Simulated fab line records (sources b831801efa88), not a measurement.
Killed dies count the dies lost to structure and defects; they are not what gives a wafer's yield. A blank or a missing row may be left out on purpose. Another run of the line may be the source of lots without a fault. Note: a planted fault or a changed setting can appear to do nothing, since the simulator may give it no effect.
fab line records ; flow sky130
record: lots: 4; wafers: 12; last_day: 50
route steps=708 shown VIA2@527 METAL3@532 CAPM@537 PAD_OPEN@708
lots with no fault: from the same line, run without faults
start_h: start of the lot's first displayed wafer, in hours after the record's first day ; wait_h: hours since the lot's step before ; " identical to the entry in the row above ; L1.1+2: one row covering several wafers at once ; - either no value or no given start ; * or withheld: withheld ; < > ~ a bound
route shown NAME@n: NAME is a module with steps in the file, n the number in the route of the first one ; usual: average and standard deviation across the fault-free wafers ; same: alike in all rows ; chamber/n: place in a boat ; sites: readings site by site ; _std_site: their standard deviation ; _edge_site: outer sites' mean less inner sites' ; radius_mm: how far each site lies from the wafer's centre ; mask NAME#n: copy n ; behind: tool/chamber where the wafer was last shaped ; hold: reason for holding the lot/hours on hold/outcome of the hold ; device: whichever transistor did not switch (one of n, p or np) ; end of line: the route-end tests of the same wafers ; step lacking rows: just its recipe ; killed: dies that structure and defects cost at the first sort, which is not the same as the wafer's yield ; map: shows each die of a wafer: x if killed, . if not, _ if none is there
set.NAME: the setting that was run; set.NAME@STEP: the one run at that earlier step ; model.NAME: the simulator's own value behind a step, which no gauge read
lots at selected steps of the route; one table per step, one row per wafer
services: from which hour (start_h, from the record's first day; less than 0 if before it) a tool's chamber was out of use, for how many hours, and why
== steps ==
step: SKY_VIA2_SPUTTER_20
recipe: material: TiN; target_thk_nm: 20; chamber_pressure_pa: 5; power_w: 4000; time_s: 80
step: SKY_VIA2_CVD_21
recipe: material: W; target_thk_nm: 420; time_s: 126.4; temp_c: 400; pressure_torr: 40
step: SKY_VIA2_CMP_24
recipe: stop_on: SiO2; t_overpolish_s: 20; down_force_psi: 3.5; platen_rpm: 60; target_thk_nm: 0; pad_velocity_m_s: 0.94248
step: SKY_METAL3_SPUTTER_00
recipe: material: Ti; target_thk_nm: 15; power_w: 3000; time_s: 10; chamber_pressure_pa: 0.4
step: SKY_METAL3_SPUTTER_01
recipe: material: TiN; target_thk_nm: 20; power_w: 6500; time_s: 16.7; chamber_pressure_pa: 0.4
step: SKY_METAL3_SPUTTER_02
recipe: material: AlCu; target_thk_nm: 735; power_w: 10600; time_s: 39.1; chamber_pressure_pa: 0.4
step: SKY_METAL3_SPUTTER_03
recipe: material: Ti; target_thk_nm: 5; power_w: 3000; time_s: 3.3; chamber_pressure_pa: 0.4
step: SKY_METAL3_SPUTTER_04
recipe: material: TiN; target_thk_nm: 70; power_w: 6500; time_s: 58.3; chamber_pressure_pa: 0.4
step: SKY_CAPM_CVD_00
recipe: material: SiO2; target_thk_nm: 15.5; temp_c: 400; time_s: withheld; rf_w: 450
step: SKY_CAPM_SPUTTER_02
recipe: material: TiN; target_thk_nm: 200; temp_c: 300; power_w: 6500; time_s: 166.7; chamber_pressure_pa: 0.4
usual: susceptor_temp_C: 300.02/0.19; throttle_valve_pct: 30.2/0.9
lot.wafer;tool;chamber;start_h;wait_h;susceptor_temp_C;throttle_valve_pct;model.TiN_of_CAPM_SPUTTER_02.thk_nm
L394.4;pvd_sputter-04;-;861.19;0.0;300.15;30.4;199
L394.5;pvd_sputter-04;-;861.19;0.0;300.00;30.4;199.5
L394.6;pvd_sputter-04;-;861.19;0.0;299.92;29.4;200.9
L410.1;pvd_sputter-04;-;984.77;0.1;-;29.7;186.6
L410.2;pvd_sputter-04;-;984.77;0.1;-;29.6;186.7
L410.3;pvd_sputter-04;-;984.77;0.1;-;31.3;187.1
L411.1;pvd_sputter-04;-;988.66;0.1;-;29.6;187.3
L411.3;pvd_sputter-04;-;988.66;0.1;-;30.6;185.9
L411.4;pvd_sputter-04;-;988.66;0.1;-;29.6;187.7
L412.1;pvd_sputter-02;-;998.57;0.1;300.21;29.1;203.3
L412.2;pvd_sputter-02;-;998.57;0.1;299.75;31.4;204.5
L412.6;pvd_sputter-02;-;998.57;0.1;299.89;30.0;202.8
step: SKY_CAPM_RS_MEAS_03
recipe: thk_meas_gauge: four-point-probe; reads: TiN_of_CAPM_SPUTTER_02
usual: CAPM_TIN_RS: 6.90/0.073
lot.wafer;tool;chamber;start_h;wait_h;hold;CAPM_TIN_RS[ohm/sq]
L394.4;film_metro-04;-;861.36;0.1;-;6.95
L394.5;film_metro-04;-;861.36;0.1;-;6.95
L394.6;film_metro-04;-;861.36;0.1;-;6.88
L410.1;film_metro-01;-;984.88;0.1;await_dispo/0.2h/release;7.42
L410.2;film_metro-01;-;984.88;0.1;await_dispo/0.2h/release;7.41
L410.3;film_metro-01;-;984.88;0.1;await_dispo/0.2h/release;7.40
L410.1;film_metro-01;-;985.17;0.3;-;7.43
L410.2;film_metro-01;-;985.17;0.3;-;7.41
L410.3;film_metro-01;-;985.17;0.3;-;7.40
L411.1;film_metro-02;-;988.77;0.1;await_dispo/0.2h/release;7.39
L411.3;film_metro-02;-;988.77;0.1;await_dispo/0.2h/release;7.43
L411.4;film_metro-02;-;988.77;0.1;await_dispo/0.2h/release;7.37
L411.1;film_metro-02;-;989.05;0.3;-;7.38
L411.3;film_metro-02;-;989.05;0.3;-;7.45
L411.4;film_metro-02;-;989.05;0.3;-;7.38
L412.1;film_metro-02;-;998.68;0.1;-;6.77
L412.2;film_metro-02;-;998.68;0.1;-;6.75
L412.6;film_metro-02;-;998.68;0.1;-;6.81
step: SKY_CAPM_THK_MEAS_04
recipe: thk_meas_gauge: xrf; reads: TiN_of_CAPM_SPUTTER_02
usual: CAPM_TIN_THK: 199.4/2.5
lot.wafer;tool;chamber;start_h;wait_h;hold;CAPM_TIN_THK[nm]
L394.4;film_metro-04;-;861.45;0.1;-;197.0
L394.5;film_metro-04;-;861.45;0.1;-;197.8
L394.6;film_metro-04;-;861.45;0.1;-;199.2
L410.1;film_metro-01;-;988.51;3.3;await_dispo/0.2h/release;184.1
L410.2;film_metro-01;-;988.51;3.3;await_dispo/0.2h/release;184.6
L410.3;film_metro-01;-;988.51;3.3;await_dispo/0.2h/release;186.0
L410.1;film_metro-01;-;988.74;0.2;-;185.0
L410.2;film_metro-01;-;988.74;0.2;-;184.7
L410.3;film_metro-01;-;988.74;0.2;-;185.1
L411.1;film_metro-02;-;990.40;1.3;await_dispo/0.2h/release;188.0
L411.3;film_metro-02;-;990.40;1.3;await_dispo/0.2h/release;186.6
L411.4;film_metro-02;-;990.40;1.3;await_dispo/0.2h/release;187.3
L411.1;film_metro-02;-;990.62;0.2;-;187.6
L411.3;film_metro-02;-;990.62;0.2;-;185.5
L411.4;film_metro-02;-;990.62;0.2;-;188.0
L412.1;film_metro-02;-;998.80;0.1;-;203.7
L412.2;film_metro-02;-;998.80;0.1;-;204.2
L412.6;film_metro-02;-;998.80;0.1;-;202.7
step: SKY_CAPM_HMDS_06
recipe: prime_time_s: 60; prime_temp_c: 120
step: SKY_CAPM_COAT_07
recipe: resist: NOVOLAK; spin_rpm: 3000; resist_thk_nm: 1140
step: SKY_CAPM_SOFTBAKE_08
recipe: temp_c: 90; time_s: 60; resist: NOVOLAK
step: SKY_CAPM_EXPOSE_09
recipe: mask_id: CAPM; na: 0.6; source_shape: conventional; sigma_outer: 0.6; polarization: unpolarized; target_cd_nm: 1000; dose_mj: 159
step: SKY_CAPM_PEB_10
recipe: temp_c: withheld; time_s: *; resist: NOVOLAK
step: SKY_CAPM_DEVELOP_11
recipe: resist: NOVOLAK; developer: TMAH; develop_time_s: 60; dev_temp_c: 23
step: SKY_CAPM_METAL_ETCH_13
recipe: target_depth_nm: 220; stop_on: SiO2; chemistry: Cl2/BCl3; target: TiN; pressure_mtorr: 10; icp_w: 900; bias_w: 48.5; Cl2_flow_sccm: 60; bcl3_flow_sccm: 30; time_s: 62.9
usual: drypump_motor_current_A: 5.8/0.34; he_backside_leak_sccm: 3.5/0.34; oes_product_au: 0.942/0.0074; throttle_valve_pct: 21.902/0.01
lot.wafer;tool;chamber;start_h;wait_h;drypump_motor_current_A;he_backside_leak_sccm;oes_product_au;rf_hours_counter_h;throttle_valve_pct
L394.4;rie_metal-02;0;887.16;0.0;6.2;3.6;0.932;-;21.898
L394.5;rie_metal-02;1;887.16;0.0;5.9;3.1;0.952;-;21.914
L394.6;rie_metal-02;0;887.16;0.0;6.2;3.6;0.943;-;21.902
L410.1;rie_metal-04;1;1007.88;0.0;5.3;3.4;0.903;4;21.939
L410.2;rie_metal-04;0;1007.88;0.0;6.2;3.7;0.903;13;21.933
L410.3;rie_metal-04;1;1007.88;0.0;5.3;3.4;0.901;-;21.914
L411.1;rie_metal-04;0;1011.79;0.0;6.2;3.5;0.906;13;21.929
L411.3;rie_metal-04;1;1011.79;0.0;5.3;3.4;0.899;-;21.915
L411.4;rie_metal-04;0;1011.79;0.0;6.2;3.6;0.897;-;21.927
L412.1;rie_metal-04;1;1021.72;0.0;5.3;3.4;0.948;4;21.893
L412.2;rie_metal-04;0;1021.72;0.0;6.2;3.5;0.963;14;21.903
L412.6;rie_metal-04;0;1021.72;0.0;6.2;3.6;0.956;-;21.904
step: SKY_CAPM_STRIP_14
recipe: chemistry: O2/N2; power_w: 1400; pressure_mtorr: 1500; platen_temp_c: withheld; o2_flow_sccm: 3000; n2_flow_sccm: 300; overash_fraction: 0.5
step: SKY_CAPM_STRIP_15
recipe: chemistry: post_etch_residue_remover; time_s: 1200; temp_c: 72.5
step: SKY_CAPM_CLEAN_16
recipe: chemistry: IPA; time_s: 180; temp_c: 25
step: SKY_CAPM_CLEAN_17
recipe: chemistry: O3/DIW; dry: n2_spin
step: SKY_METAL3_DEHYDRATE_05
recipe: temp_c: 200; time_s: 60
step: SKY_METAL3_HMDS_06
recipe: prime_time_s: 60; prime_temp_c: 120
step: SKY_METAL3_COAT_07
recipe: resist: BARC; temp_c: withheld; time_s: withheld; spin_rpm: 3000; resist_thk_nm: 60
step: SKY_METAL3_COAT_08
recipe: resist: KrF-thick; spin_rpm: 3000; resist_thk_nm: 1140
step: SKY_METAL3_SOFTBAKE_09
recipe: temp_c: 100; time_s: 90; resist: KrF-thick
step: SKY_METAL3_EXPOSE_10
recipe: mask_id: MM3; na: 0.68; source_shape: annular; sigma_inner: 0.4; sigma_outer: 0.8; target_cd_nm: 300; dose_mj: 28
step: SKY_METAL3_PEB_11
recipe: peb_temp_c: withheld; peb_time_s: withheld; resist: KrF-thick
step: SKY_METAL3_DEVELOP_12
recipe: develop_time_s: 60; resist: KrF-thick; dev_temp_c: 21
step: SKY_METAL3_DESCUM_15
recipe: chemistry: O2; source_power_w: 150; bias_power_w: 0; pressure_mtorr: 10; temp_c: 40; time_s: 8
step: SKY_METAL3_ETCH_16
recipe: chemistry: N2/H2; target: BARC; ion_energy_ev: 200; bias_w: 100; pressure_mtorr: 30; n2_flow_sccm: 100; h2_flow_sccm: 200; icp_w: 500; stop_on: SiO2; time_s: 88.2; target_depth_a: 600
step: SKY_METAL3_ETCH_17
recipe: target: SiO2; stop_on: TiN; chemistry: C4F8/O2/Ar; source_w: 1500; bias_w: 1200; pressure_mtorr: 40; c4f8_flow_sccm: withheld; O2_flow_sccm: 6; Ar_flow_sccm: 300; time_s: 3.9; target_depth_a: 150
step: SKY_METAL3_METAL_ETCH_18
recipe: target_depth_a: 8450; stop_on: SiO2; over_etch_frac: 0.3; time_s: 183.1; chemistry: Cl2/BCl3; resist_sidewall_deg: 88; pressure_mtorr: 10; icp_w: 900; bias_w: 48.5; Cl2_flow_sccm: 60; bcl3_flow_sccm: 30
step: SKY_METAL3_STRIP_20
recipe: chemistry: post_etch_residue_remover; time_s: 1200; temp_c: 72.5
usual: temp_c: 72.51/0.11
lot.wafer;tool;chamber;start_h;wait_h;temp_c;model.TiN_of_CAPM_SPUTTER_02.thk_nm
L394.4;wet_bench-01;2;913.90;0.0;72.39;198.2
L394.5;wet_bench-01;2;913.90;0.0;72.57;198.6
L394.6;wet_bench-01;2;913.90;0.0;72.49;200.1
L410.1;wet_bench-01;1;1031.60;0.1;72.62;185.8
L410.2;wet_bench-01;1;1031.60;0.1;72.61;185.9
L410.3;wet_bench-01;1;1031.60;0.1;72.53;186.3
L411.1;wet_bench-03;2;1035.02;0.1;72.44;186.5
L411.3;wet_bench-03;2;1035.02;0.1;72.41;185
L411.4;wet_bench-03;2;1035.02;0.1;72.39;186.8
L412.1;wet_bench-03;3;1045.05;0.1;72.66;202.5
L412.2;wet_bench-03;3;1045.05;0.1;72.68;203.7
L412.6;wet_bench-03;3;1045.05;0.1;72.64;202
step: SKY_PAD_OPEN_PROBE_99
usual: defect_limited_yield: 82.4/1.8; killed_at_M0_to_M3: 44/6.4; killed_at_M4_up: 3.6/2.1; killed_at_contacts: 23/5.1; killed_at_front_end: 15/4.3; killed_at_other: 0.3/0.56; killed_dies: 86/9; killed_on_rim: 17/3.3; killed_open: 47/6.4; killed_short: 39/5.8; sort_bin_3_pad_short: 0.8/0.46; sort_bin_5_function: 10.4/1.4; sort_bin_6_memory: 6.4/1.1; sort_n_pass: 406/9; sort_yield_pct: 82.4/1.8
same: gross_dies: 492; killed_at_back_side: 0; sort_bin_4_leakage[%]: 0; sort_bin_8_speed[%]: 0
lot.wafer;tool;chamber;start_h;wait_h;defect_limited_yield[%];killed_at_M0_to_M3;killed_at_M4_up;killed_at_contacts;killed_at_front_end;killed_at_other;killed_dies;killed_on_rim;killed_open;killed_short;sort_bin_3_pad_short[%];sort_bin_5_function[%];sort_bin_6_memory[%];sort_n_pass;sort_yield_pct[%];model.etest.cap_mim.plate_ohm_sq;model.etest.cap_mim.leak_log10_a_cm2
L394.4;prober-01;-;1084.80;0.2;84.1;43;2;18;15;0;78;15;44;34;0.4;8.1;7.3;414;84.1;6.018;-9.279
L394.5;prober-01;-;1084.85;0.2;85.4;38;5;17;11;1;72;15;38;34;0.6;8.9;5.1;420;85.4;6.027;-8.969
L394.6;prober-01;-;1084.90;0.2;82.7;49;5;26;5;0;85;16;47;38;0.4;11.4;5.5;407;82.7;5.952;-8.929
L410.1;prober-02;-;1175.93;0.1;81.5;57;6;13;15;0;91;13;44;47;1.0;8.7;8.7;401;81.5;6.417;-8.797
L410.2;prober-02;-;1175.98;0.1;83.3;42;1;21;18;0;82;19;44;38;1.8;9.8;5.1;410;83.3;6.383;-8.724
L410.3;prober-02;-;1176.03;0.2;86.0;46;3;15;5;0;69;13;36;33;0.8;7.3;5.9;423;86.0;6.359;-8.698
L411.1;prober-01;-;1185.11;0.1;84.8;27;2;26;20;0;75;13;36;39;0.4;10.0;4.9;417;84.8;6.371;-8.714
L411.3;prober-01;-;1185.21;0.2;80.7;48;2;25;20;0;95;19;53;41;0.8;11.0;7.5;397;80.7;6.442;-8.739
L411.4;prober-01;-;1185.26;0.2;78.0;52;1;33;22;0;108;22;58;50;0.6;14.2;7.1;384;78.0;6.424;-8.7
L412.1;prober-01;-;1190.33;0.1;82.5;34;6;22;24;0;86;11;46;40;0.4;11.6;5.5;406;82.5;5.952;-8.936
L412.2;prober-01;-;1190.38;0.1;81.5;49;3;22;17;0;91;19;48;43;1.8;9.1;7.5;401;81.5;5.864;-9.157
L412.6;prober-01;-;1190.58;0.2;79.5;47;6;29;19;0;101;20;56;45;1.0;10.6;8.9;391;79.5;5.9;-8.974
killed by level:class
L394.4 CONTACT:geometric_particle:open=10 VIA1:geometric_particle:open=9 METAL1:geometric_particle:short=7 VIA3:geometric_particle:open=7 FIELD_ISO:geometric_particle:short=5 LI_CONTACT:geometric_particle:open=4 METAL1:geometric_particle:open=4 VIA2:geometric_particle:open=4
L394.5 VIA3:geometric_particle:open=8 VIA1:geometric_particle:open=7 LOCAL_INTERCONNECT:geometric_particle:short=6 VIA2:geometric_particle:open=6 LI_CONTACT:geometric_particle:open=5 FIELD_ISO:geometric_particle:short=4 VIA2:geometric_particle:short=4 CONTACT:geometric_particle:open=3
L394.6 LI_CONTACT:geometric_particle:open=10 VIA1:geometric_particle:open=9 METAL1:geometric_particle:short=8 CONTACT:geometric_particle:open=7 VIA2:geometric_particle:open=6 VIA3:geometric_particle:open=6 CONTACT:geometric_particle:short=5 VIA3:geometric_particle:short=4
L410.1 VIA1:geometric_particle:open=17 VIA1:geometric_particle:short=10 CONTACT:geometric_particle:open=7 METAL2:geometric_particle:short=7 VIA3:geometric_particle:open=6 METAL4:geometric_particle:short=6 FIELD_ISO:geometric_particle:open=4 POLY_GATE:geometric_particle:short=4
L410.2 METAL1:geometric_particle:short=10 CONTACT:geometric_particle:open=10 VIA1:geometric_particle:open=8 POLY_GATE:geometric_particle:short=5 VIA1:geometric_particle:short=5 POLY_GATE:geometric_particle:open=4 LI_CONTACT:geometric_particle:open=4 CONTACT:geometric_particle:short=4
L410.3 VIA1:geometric_particle:open=13 METAL1:geometric_particle:short=7 METAL2:geometric_particle:short=6 CONTACT:geometric_particle:open=6 VIA2:geometric_particle:open=6 LI_CONTACT:geometric_particle:open=5 VIA1:geometric_particle:short=4 VIA2:geometric_particle:short=4
L411.1 CONTACT:geometric_particle:open=7 LOCAL_INTERCONNECT:geometric_particle:short=6 CONTACT:geometric_particle:short=6 FIELD_ISO:geometric_particle:open=5 VIA1:geometric_particle:open=5 VIA3:geometric_particle:short=5 POLY_GATE:geometric_particle:short=4 LI_CONTACT:geometric_particle:open=4
L411.3 VIA3:geometric_particle:open=12 CONTACT:geometric_particle:open=10 METAL2:geometric_particle:short=9 FIELD_ISO:geometric_particle:short=7 VIA1:geometric_particle:open=7 LI_CONTACT:geometric_particle:open=5 FIELD_ISO:geometric_particle:open=4 POLY_GATE:geometric_particle:open=4
L411.4 CONTACT:geometric_particle:open=15 VIA2:geometric_particle:open=11 VIA1:geometric_particle:open=8 VIA3:geometric_particle:open=8 LOCAL_INTERCONNECT:geometric_particle:short=7 METAL2:geometric_particle:short=7 FIELD_ISO:geometric_particle:short=6 LI_CONTACT:geometric_particle:open=5
L412.1 POLY_GATE:geometric_particle:open=9 CONTACT:geometric_particle:open=7 VIA1:geometric_particle:short=7 FIELD_ISO:geometric_particle:open=6 VIA2:geometric_particle:open=6 LOCAL_INTERCONNECT:geometric_particle:short=5 METAL1:geometric_particle:short=5 VIA1:geometric_particle:open=5
L412.2 VIA1:geometric_particle:open=12 METAL2:geometric_particle:short=10 METAL1:geometric_particle:short=8 LI_CONTACT:geometric_particle:open=6 LOCAL_INTERCONNECT:geometric_particle:short=5 CONTACT:geometric_particle:open=5 VIA2:geometric_particle:open=5 POLY_GATE:geometric_particle:open=4
L412.6 LI_CONTACT:geometric_particle:open=11 VIA3:geometric_particle:open=9 VIA1:geometric_particle:open=8 FIELD_ISO:geometric_particle:open=6 LI_CONTACT:geometric_particle:short=6 METAL4:geometric_particle:short=6 CONTACT:geometric_particle:open=6 VIA1:geometric_particle:short=6
== services ==
tool;chamber;start_h;hours;kind
pvd_sputter-02;2;856.35;-;consumable_replace:kit
pvd_sputter-02;2;856.35;18.0;scheduled_down
pvd_sputter-02;2;856.35;18.0;vent_cycle
rie_metal-02;-;865.87;1.2;repair
wet_bench-01;-;900.35;1.9;pm
wet_bench-03;-;902.60;1.1;repair
rie_metal-02;0;903.72;4.0;repair
rie_metal-04;1;909.72;-;clean
rie_metal-04;1;909.72;18.7;scheduled_down
rie_metal-04;1;909.72;18.7;vent_cycle
pvd_sputter-04;-;917.42;2.3;repair
wet_bench-03;-;919.38;1.9;pm
rie_metal-04;-;956.59;0.4;repair
rie_metal-04;0;965.27;18.7;repair
rie_metal-04;-;968.31;1.9;repair
rie_metal-04;-;974.83;5.6;repair
wet_bench-01;-;976.82;1.2;repair
wet_bench-03;-;994.72;3.0;repair
wet_bench-01;-;999.51;4.4;pm
pvd_sputter-02;1;1008.60;-;consumable_replace:kit
pvd_sputter-02;1;1008.60;18.0;scheduled_down
wet_bench-03;-;1012.34;0.8;repair
pvd_sputter-02;-;1013.22;1.3;repair
rie_metal-02;0;1018.10;22.7;repair
== key ==
first_sign: step: SKY_CAPM_RS_MEAS_03; reading: visit; direction: added
effect: step: SKY_CAPM_RS_MEAS_03; reading: CAPM_TIN_RS; direction: up; sigmas: 6.9; usual: 6.90; struck: 7.40
effect: step: SKY_CAPM_THK_MEAS_04; reading: visit; direction: added
effect: step: SKY_CAPM_THK_MEAS_04; reading: CAPM_TIN_THK; direction: down; sigmas: 5.2; usual: 199.4; struck: 186.1
effect: step: SKY_CAPM_METAL_ETCH_13; reading: oes_product_au; direction: down; sigmas: 5.5; usual: 0.942; struck: 0.901
model_effect: step: SKY_CAPM_SPUTTER_02; value: TiN_of_CAPM_SPUTTER_02.thk_nm; without: 201.6; struck: 186.9
model_effect: step: SKY_METAL3_STRIP_20; value: TiN_of_CAPM_SPUTTER_02.thk_nm; without: 200.7; struck: 186
model_effect: step: SKY_PAD_OPEN_PROBE_99; value: etest.cap_mim.plate_ohm_sq; without: 5.933; struck: 6.399
met_at SKY_CAPM_SPUTTER_02
struck_wafers L410.1,L410.2,L410.3,L411.1,L411.3,L411.4
onset_between 861.19 984.77
fault: kind: process_parameter_drift; tool: pvd_sputter-04; chamber: -; onset_h: 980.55; steps: SKY_CAPM_SPUTTER_02; channel: time_s; offset: *; shape: step; end_h: 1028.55; acts_in: *; stated: *
